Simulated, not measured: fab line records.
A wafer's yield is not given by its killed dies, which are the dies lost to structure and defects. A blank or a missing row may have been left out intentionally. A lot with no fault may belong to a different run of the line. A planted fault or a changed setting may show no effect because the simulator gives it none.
Code-filled problem report in 8D (eight disciplines) form ; flow gf180mcu ; the parts of the form that need people (team, actions taken, sign-off) are left out

== 1. WHAT IS WRONG ==
tilt-deg at GF_HV_LDD_IMPLANT_33 reads a mean of 31.819 degrees on 6 wafers of 2 lots; wafers without a fault read 29.998 degrees with a standard deviation of 0.023. Measured from the usual mean, that is +79 standard deviations.
Earliest sighting: wafer L321.3 on implanter-01 at day 15 05:44. At this step, 33 wafers from 11 lots have a number in the record. By rule, "out" or "out of limits" means more than 4 standard deviations away from the usual mean. The rest of the wafers with a number are treated as sound.

== 2. WHAT IT IS AND WHAT IT IS NOT ==
question;is;is not
which readings at this step;tilt-deg;beam-on-s
which lots;L321, L324;L311, L313, L314, L315, L316, L322, L330, L332, L333
which wafers of those lots;all that have a number;-
read on which tools;implanter-01;implanter-02, implanter-04
when;from day 15 05:44;"up to then (15 sound wafers); but 12 sound wafers of L322, L330, L332, L333 came after"

== 3. THE SUSPECTS, EACH WITH WHAT RULES IT OUT ==
Counting: any tool at a process step up to the reading is kept as a suspect provided that every lot that is out went through it and no sound lot did after the first of them.
- rie-diel-04 at GF_POLY_GATE_ETCH_12 (etches BARC in N2/H2): ruled out as a lasting fault. After its first lot that is out, L321 (day 12 14:14), sound lots L330 ran on it.
- implanter-01 at GF_HV_LDD_IMPLANT_33: kept. Every lot that is out went through it, starting with L321 (day 15 05:44), and after that it ran no sound lot; the last sound lot it ran before then is L316 (day 13 14:57). Out on those wafers are its own readings of tilt-deg.
The count leaves implanter-01 at GF_HV_LDD_IMPLANT_33.

== 4. THE CAUSE (what the simulator had put in) ==
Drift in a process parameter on implanter-01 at GF_HV_LDD_IMPLANT_33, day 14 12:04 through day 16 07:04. The setting tilt-deg was moved by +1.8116, starting from 30. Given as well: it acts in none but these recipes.
Only this tool survived the counting.

== 5. THE EFFECT CHAIN, in route order ==
One row per reading whose mean, taken over the struck wafers that have a number, lies over 3 standard deviations from the usual. Scope: only readings with a usual standard deviation given in the record; hours: median across lots of the time from each lot's start at the first step in this table that gives one to its start at this step; sigmas: change in usual standard deviations.
hours;step;reading;usual;on struck wafers;change;sigmas
0;GF_HV_LDD_IMPLANT_33;tilt-deg;29.998 degrees;31.819;+1.821;+79
Process steps it contains:
- GF_HV_LDD_IMPLANT_33
Readings that are blank on the struck wafers while sound wafers have them: HV_LDD_RS at GF_HV_LDD_RS_MEAS_53.

== 6. WHAT WOULD HAVE CAUGHT IT SOONER ==
In this record the first reading out of limits was taken at day 15 05:44, 18 hours after the fault began at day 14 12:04.
